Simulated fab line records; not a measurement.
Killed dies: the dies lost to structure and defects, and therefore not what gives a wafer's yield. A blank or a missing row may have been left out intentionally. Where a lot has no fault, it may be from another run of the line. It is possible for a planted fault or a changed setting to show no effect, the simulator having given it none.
Which tool is to blame? | flow gf180mcu | 24 lots with 72 wafers sampled at 5 steps, on a route of 602 steps

WHAT THE GAUGES READ, wafer by wafer
GF_V2_RS_MEAS_24: a four-point-probe measurement. Usual: V2_W_RS gives 0.323 ohm/sq (standard deviation 0.0068).
lot  | measured     | on            | V2_W_RS (ohm/sq)  | flag
L074 | day 20 10:59 | film metro-04 | 0.328 0.317 0.327 |
L075 | day 20 15:04 | film metro-03 | 0.328 0.329 0.329 |
L076 | day 21 01:29 | film metro-02 | 0.313 0.323 0.324 |
L077 | day 21 12:25 | film metro-02 | 0.326 0.311 0.322 |
L078 | day 21 21:00 | film metro-02 | 0.314 0.325 0.325 |
L079 | day 22 06:02 | film metro-03 | 0.323 0.314 0.314 |
L080 | day 22 21:27 | film metro-04 | 0.326 0.335 0.329 |
L081 | day 23 07:16 | film metro-03 | 0.331 0.333 0.335 |
L083 | day 23 09:41 | film metro-04 | 0.320 0.314 0.323 |
L082 | day 23 14:02 | film metro-04 | 0.311 0.311 0.320 |
L084 | day 24 04:23 | film metro-04 | 0.324 0.322 0.315 |
L085 | day 25 00:28 | film metro-02 | 0.313 0.313 0.314 |
L086 | day 25 03:41 | film metro-04 | 0.320 0.316 0.311 |
L088 | day 25 06:01 | film metro-04 | 0.333 0.337 0.329 |
L087 | day 25 08:34 | film metro-03 | 0.327 0.330 0.317 |
L089 | day 26 02:04 | film metro-04 | 0.326 0.325 0.327 |
L090 | day 26 02:07 | film metro-02 | 0.328 0.319 0.328 |
L091 | day 26 07:05 | film metro-02 | 0.335 0.327 0.330 |
L092 | day 26 23:34 | film metro-02 | 0.334 0.318 0.329 |
L093 | day 27 01:01 | film metro-04 | 0.326 0.318 0.318 |
L094 | day 27 05:47 | film metro-04 | 0.328 0.317 0.317 |
L095 | day 27 17:30 | film metro-02 | 0.329 0.326 0.317 |
L096 | day 27 21:07 | film metro-04 | 0.324 0.326 0.317 |
L097 | day 27 23:04 | film metro-02 | 0.325 0.323 0.314 |

GF_V2_THK_MEAS_25: measures by xrf. Usual: V2_W_THK gives 354 nm (standard deviation 7.4).
lot  | measured     | on            | V2_W_THK (nm) | flag
L074 | day 20 11:07 | film metro-04 | 353 362 354   |
L075 | day 20 15:10 | film metro-03 | 349 349 349   |
L076 | day 21 01:35 | film metro-02 | 360 350 348   |
L077 | day 21 12:31 | film metro-02 | 346 363 351   |
L078 | day 21 21:07 | film metro-02 | 360 349 348   |
L079 | day 22 06:10 | film metro-03 | 357 367 368   |
L080 | day 22 21:33 | film metro-04 | 352 344 350   |
L081 | day 23 07:23 | film metro-03 | 351 348 347   |
L083 | day 23 09:47 | film metro-04 | 359 368 356   |
L082 | day 23 14:10 | film metro-04 | 371 370 359   |
L084 | day 24 04:30 | film metro-04 | 353 357 363   |
L085 | day 25 00:34 | film metro-02 | 360 357 357   |
L086 | day 25 03:48 | film metro-04 | 362 364 367   |
L088 | day 25 06:07 | film metro-04 | 347 344 349   |
L087 | day 25 08:41 | film metro-03 | 352 347 363   |
L089 | day 26 02:10 | film metro-04 | 355 355 351   |
L090 | day 26 02:13 | film metro-02 | 348 357 347   |
L091 | day 26 07:13 | film metro-02 | 341 350 346   |
L092 | day 26 23:40 | film metro-02 | 340 361 346   |
L093 | day 27 01:08 | film metro-04 | 351 360 362   |
L094 | day 27 05:55 | film metro-04 | 351 362 362   |
L095 | day 27 17:37 | film metro-02 | 344 346 357   |
L096 | day 27 21:13 | film metro-04 | 354 350 360   |
L097 | day 27 23:11 | film metro-02 | 348 349 363   |

GF_M3_CD_MEAS_14: the cd target is 280 nm. Usual: 279.9 nm for cd nm, sd 1.2.
lot  | measured     | on        | cd nm (nm)        | flag
L074 | day 21 11:12 | cd sem-02 | 281.0 280.8 281.1 |
L075 | day 21 16:04 | cd sem-02 | 279.4 279.6 280.2 |
L076 | day 22 01:56 | cd sem-02 | 281.6 281.0 279.7 |
L077 | day 22 12:17 | cd sem-01 | 278.4 279.1 278.0 |
L078 | day 22 20:51 | cd sem-02 | 277.9 276.8 278.8 |
L079 | day 23 05:18 | cd sem-01 | 279.6 278.8 279.4 |
L080 | day 24 01:56 | cd sem-02 | 278.7 279.4 278.5 |
L081 | day 24 06:06 | cd sem-02 | 280.4 280.8 281.6 |
L083 | day 24 09:08 | cd sem-02 | 282.0 282.3 282.0 |
L082 | day 24 12:18 | cd sem-01 | 278.9 279.0 279.6 |
L084 | day 25 03:22 | cd sem-02 | 279.0 280.3 279.2 |
L085 | day 25 22:13 | cd sem-01 | 279.9 280.5 279.8 |
L086 | day 26 01:23 | cd sem-01 | 280.9 282.2 281.5 |
L088 | day 26 03:07 | cd sem-01 | 279.8 280.2 279.5 |
L087 | day 26 06:33 | cd sem-01 | 279.7 279.0 279.9 |
L089 | day 26 23:07 | cd sem-02 | 281.5 280.4 279.0 |
L090 | day 26 23:36 | cd sem-02 | 281.5 280.8 280.6 |
L091 | day 27 04:03 | cd sem-02 | 280.2 280.4 281.1 |
L092 | day 27 19:43 | cd sem-02 | 280.0 279.3 279.1 |
L093 | day 27 22:06 | cd sem-02 | 277.7 278.6 279.1 |
L094 | day 28 02:16 | cd sem-01 | 278.3 277.4 278.0 |
L095 | day 28 14:18 | cd sem-01 | 280.6 279.9 280.3 |
L096 | day 28 16:47 | cd sem-02 | 282.2 282.2 281.6 |
L097 | day 28 19:07 | cd sem-01 | 279.3 280.7 280.6 |

WHAT TOOL EACH LOT RAN ON (gives the tool, then ch and the chambers of the sampled wafers, and finally the start)
lot  | GF_V1_CMP_26                  | GF_M3_SPUTTER_02
L074 | cmp-01 ch 1,2,3, day 18 07:38 | pvd sputter-03, day 20 11:36
L075 | cmp-02 ch 0,3, day 18 13:01   | pvd sputter-01, day 20 15:51
L076 | cmp-02 ch 0,1,3, day 18 23:01 | pvd sputter-03, day 21 02:03
L077 | cmp-01 ch 2,3, day 19 09:21   | pvd sputter-01, day 21 13:07
L078 | cmp-02 ch 1,2, day 19 17:38   | pvd sputter-03, day 21 21:37
L079 | cmp-01 ch 1,3, day 20 03:32   | pvd sputter-03, day 22 06:39
L080 | cmp-02 ch 0,1, day 20 18:38   | pvd sputter-01, day 23 03:49
L081 | cmp-02 ch 0,1,2, day 21 06:30 | pvd sputter-01, day 23 07:53
L083 | cmp-02 ch 1,2,3, day 21 10:49 | pvd sputter-01, day 23 10:15
L082 | cmp-01 ch 0,1, day 21 14:28   | pvd sputter-03, day 23 14:39
L084 | cmp-02 ch 0,1, day 22 00:25   | pvd sputter-03, day 24 04:59
L085 | cmp-01 ch 0,3, day 23 02:19   | pvd sputter-03, day 25 01:03
L086 | cmp-02 ch 0,2,3, day 23 04:17 | pvd sputter-03, day 25 04:17
L088 | cmp-01 ch 1,2,3, day 23 06:53 | pvd sputter-02, day 25 06:36
L087 | cmp-01 ch 0,2,3, day 23 09:14 | pvd sputter-01, day 25 09:11
L089 | cmp-01 ch 1,3, day 24 03:29   | pvd sputter-01, day 26 02:39
L090 | cmp-02 ch 2,3, day 24 03:37   | pvd sputter-02, day 26 02:43
L091 | cmp-02 ch 0,1,3, day 24 08:29 | pvd sputter-02, day 26 07:42
L092 | cmp-02 ch 0,1,2, day 25 02:06 | pvd sputter-03, day 27 00:09
L093 | cmp-02 ch 0,1,3, day 25 04:18 | pvd sputter-02, day 27 01:47
L094 | cmp-02 ch 2,3, day 25 09:20   | pvd sputter-03, day 27 06:24
L095 | cmp-02 ch 0,1, day 25 22:16   | pvd sputter-03, day 27 18:07
L096 | cmp-02 ch 0,1, day 26 01:59   | pvd sputter-03, day 27 21:42
L097 | cmp-01 ch 1,3, day 26 03:19   | pvd sputter-02, day 27 23:44
- GF_V1_CMP_26: polishes, stops on SiO2, t overpolish 15 s, target thk 0 nm.
- GF_M3_SPUTTER_02: material AlCu, target thk 450 nm, time 23.9 s.

AS READ BY THE TOOLS THEMSELVES (means over the sampled wafers that have a number; for cases with no such wafer, the mark the record gives instead)
GF_V1_CMP_26. Usual: motor current A 10.9 A, standard deviation 0.97; overpolish run s 15.000 s, standard deviation 0.0077; platen rpm 60.00 rpm, standard deviation 0.037; time to endpoint s 86 s, standard deviation 3.7.
lot  | tool   | motor current A (A) | overpolish run s (s) | platen rpm (rpm) | time to endpoint s (s) | flag
L074 | cmp-01 | 11.7                | 14.995               | 60.03            | 85                     |
L075 | cmp-02 | 10.7                | 15.004               | 60.00            | 89                     |
L076 | cmp-02 | 10.7                | 14.996               | 60.02            | 87                     |
L077 | cmp-01 | 11.2                | 15.009               | 59.96            | 81                     |
L078 | cmp-02 | 11.0                | 15.009               | 60.02            | 90                     |
L079 | cmp-01 | 12.8                | 15.008               | 59.98            | 85                     |
L080 | cmp-02 | 11.1                | 14.999               | 60.00            | 84                     |
L081 | cmp-02 | 10.8                | 15.004               | 59.99            | 85                     |
L083 | cmp-02 | 10.8                | 15.001               | 59.99            | 89                     |
L082 | cmp-01 | 10.6                | 14.999               | 60.04            | 88                     |
L084 | cmp-02 | 10.7                | 15.005               | 59.98            | 85                     |
L085 | cmp-01 | 11.4                | 15.000               | 59.97            | 87                     |
L086 | cmp-02 | 10.2                | 14.993               | 60.02            | 90                     |
L088 | cmp-01 | 11.8                | 14.994               | 60.00            | 87                     |
L087 | cmp-01 | 10.1                | 14.996               | 60.00            | 88                     |
L089 | cmp-01 | 12.6                | 15.001               | 59.98            | 84                     |
L090 | cmp-02 | 10.5                | 14.999               | 60.01            | 91                     |
L091 | cmp-02 | 11.1                | 14.997               | 60.01            | 88                     |
L092 | cmp-02 | 10.5                | 14.998               | 59.97            | 91                     |
L093 | cmp-02 | 10.7                | 14.991               | 59.99            | 83                     |
L094 | cmp-02 | 11.1                | 15.000               | 59.97            | 86                     |
L095 | cmp-02 | 11.5                | 15.002               | 60.00            | 85                     |
L096 | cmp-02 | 10.8                | 14.999               | 60.01            | 82                     |
L097 | cmp-01 | 12.4                | 14.993               | 60.04            | 86                     |

GF_M3_SPUTTER_02. Usual: 29.5 % for throttle valve pct, sd 0.87.
lot  | tool           | throttle valve pct (%) | flag
L074 | pvd sputter-03 | 29.8                   |
L075 | pvd sputter-01 | 29.6                   |
L076 | pvd sputter-03 | 29.9                   |
L077 | pvd sputter-01 | 30.1                   |
L078 | pvd sputter-03 | 29.5                   |
L079 | pvd sputter-03 | 29.4                   |
L080 | pvd sputter-01 | 28.7                   |
L081 | pvd sputter-01 | 30.1                   |
L083 | pvd sputter-01 | 29.7                   |
L082 | pvd sputter-03 | 29.8                   |
L084 | pvd sputter-03 | 29.7                   |
L085 | pvd sputter-03 | 29.3                   |
L086 | pvd sputter-03 | 29.6                   |
L088 | pvd sputter-02 | 28.4                   |
L087 | pvd sputter-01 | 29.4                   |
L089 | pvd sputter-01 | 30.8                   |
L090 | pvd sputter-02 | 28.8                   |
L091 | pvd sputter-02 | 29.1                   |
L092 | pvd sputter-03 | 29.8                   |
L093 | pvd sputter-02 | 29.1                   |
L094 | pvd sputter-03 | 29.7                   |
L095 | pvd sputter-03 | 29.3                   |
L096 | pvd sputter-03 | 29.9                   |
L097 | pvd sputter-02 | 28.5                   |

THE ANSWER, worked out from the rows above alone
Rule: take the mean of a lot's wafers that have a number; if it is more than 3 standard deviations from the usual mean, the lot is off. Also off: a lot with no number at a reading for which 4 or more lots have one. Where the step has rows for the other lots, those lots are counted as sound. Order of review: gauges by route order, followed by the tools' own readings, for which a lot's mean as printed above is used. The first step at which some lot is off is used, and at that step the reading that is off furthest; a lot without a number counts as furthest.
Across all readings shown, no lot is off: no conclusion can be drawn from this.

WHAT WAS PUT IN BY THE SIMULATOR
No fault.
